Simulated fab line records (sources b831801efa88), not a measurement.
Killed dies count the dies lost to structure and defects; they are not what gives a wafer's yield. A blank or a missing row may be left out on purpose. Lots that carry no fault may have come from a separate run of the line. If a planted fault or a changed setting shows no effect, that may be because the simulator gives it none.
Matching of chambers    flow sky130    4 sister chambers for SKY_CONTACT_CMP_04 on cmp-01
The step polishes SiO2. 8 wafers are shown with their chamber, then 7 later ones without.

== WAFERS WITH THEIR CHAMBER ==
wafer   chamber  motorCurrentA (A)  timeToEndpointS (s)
L515.6  3        9.8                70
L520.1  1        13.5               88
L520.2  3        9.5                75
L528.2  0        13.5               84
L528.3  2        10.9               84
L528.6  0        14.4               80
L529.2  2        11.4               90
L529.3  1        13.6               97

== WAFERS MISSING THEIR CHAMBER ==
wafer   motorCurrentA (A)  timeToEndpointS (s)
L529.4  9.5                81
L530.2  11.4               90
L530.5  9.6                80
L530.6  10.5               87
L531.4  14.3               78
L531.5  14.8               82
L531.6  13.3               90

== CHAMBER TAKEN BY EACH ==
wafer   from the rows above      in truth
L529.4  3                        3
L530.2  2                        2
L530.5  3                        3
L530.6  2                        2
L531.4  0                        0
L531.5  can't be placed: 0 or 1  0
L531.6  can't be placed: 1 or 0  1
Placed correctly: 5 of 7. From these rows, 2 cannot be placed; in 2 the true chamber is one of the candidates. Number placed wrongly: 0.
How it was worked out, from the rows above alone: a wafer's distance from a chamber is the root of the sum, over the readings, of the square of ((its reading less the chamber's mean) divided by the reading's scatter). If the next closest chamber is less than 2 further off than the closest, the wafer can't be placed; otherwise it belongs to the closest. Each chamber's mean is taken over the wafers shown for it. The scatter: the root of (the sum of the squares of (reading less its chamber's mean) over the shown wafers, divided by (wafers less chambers)).
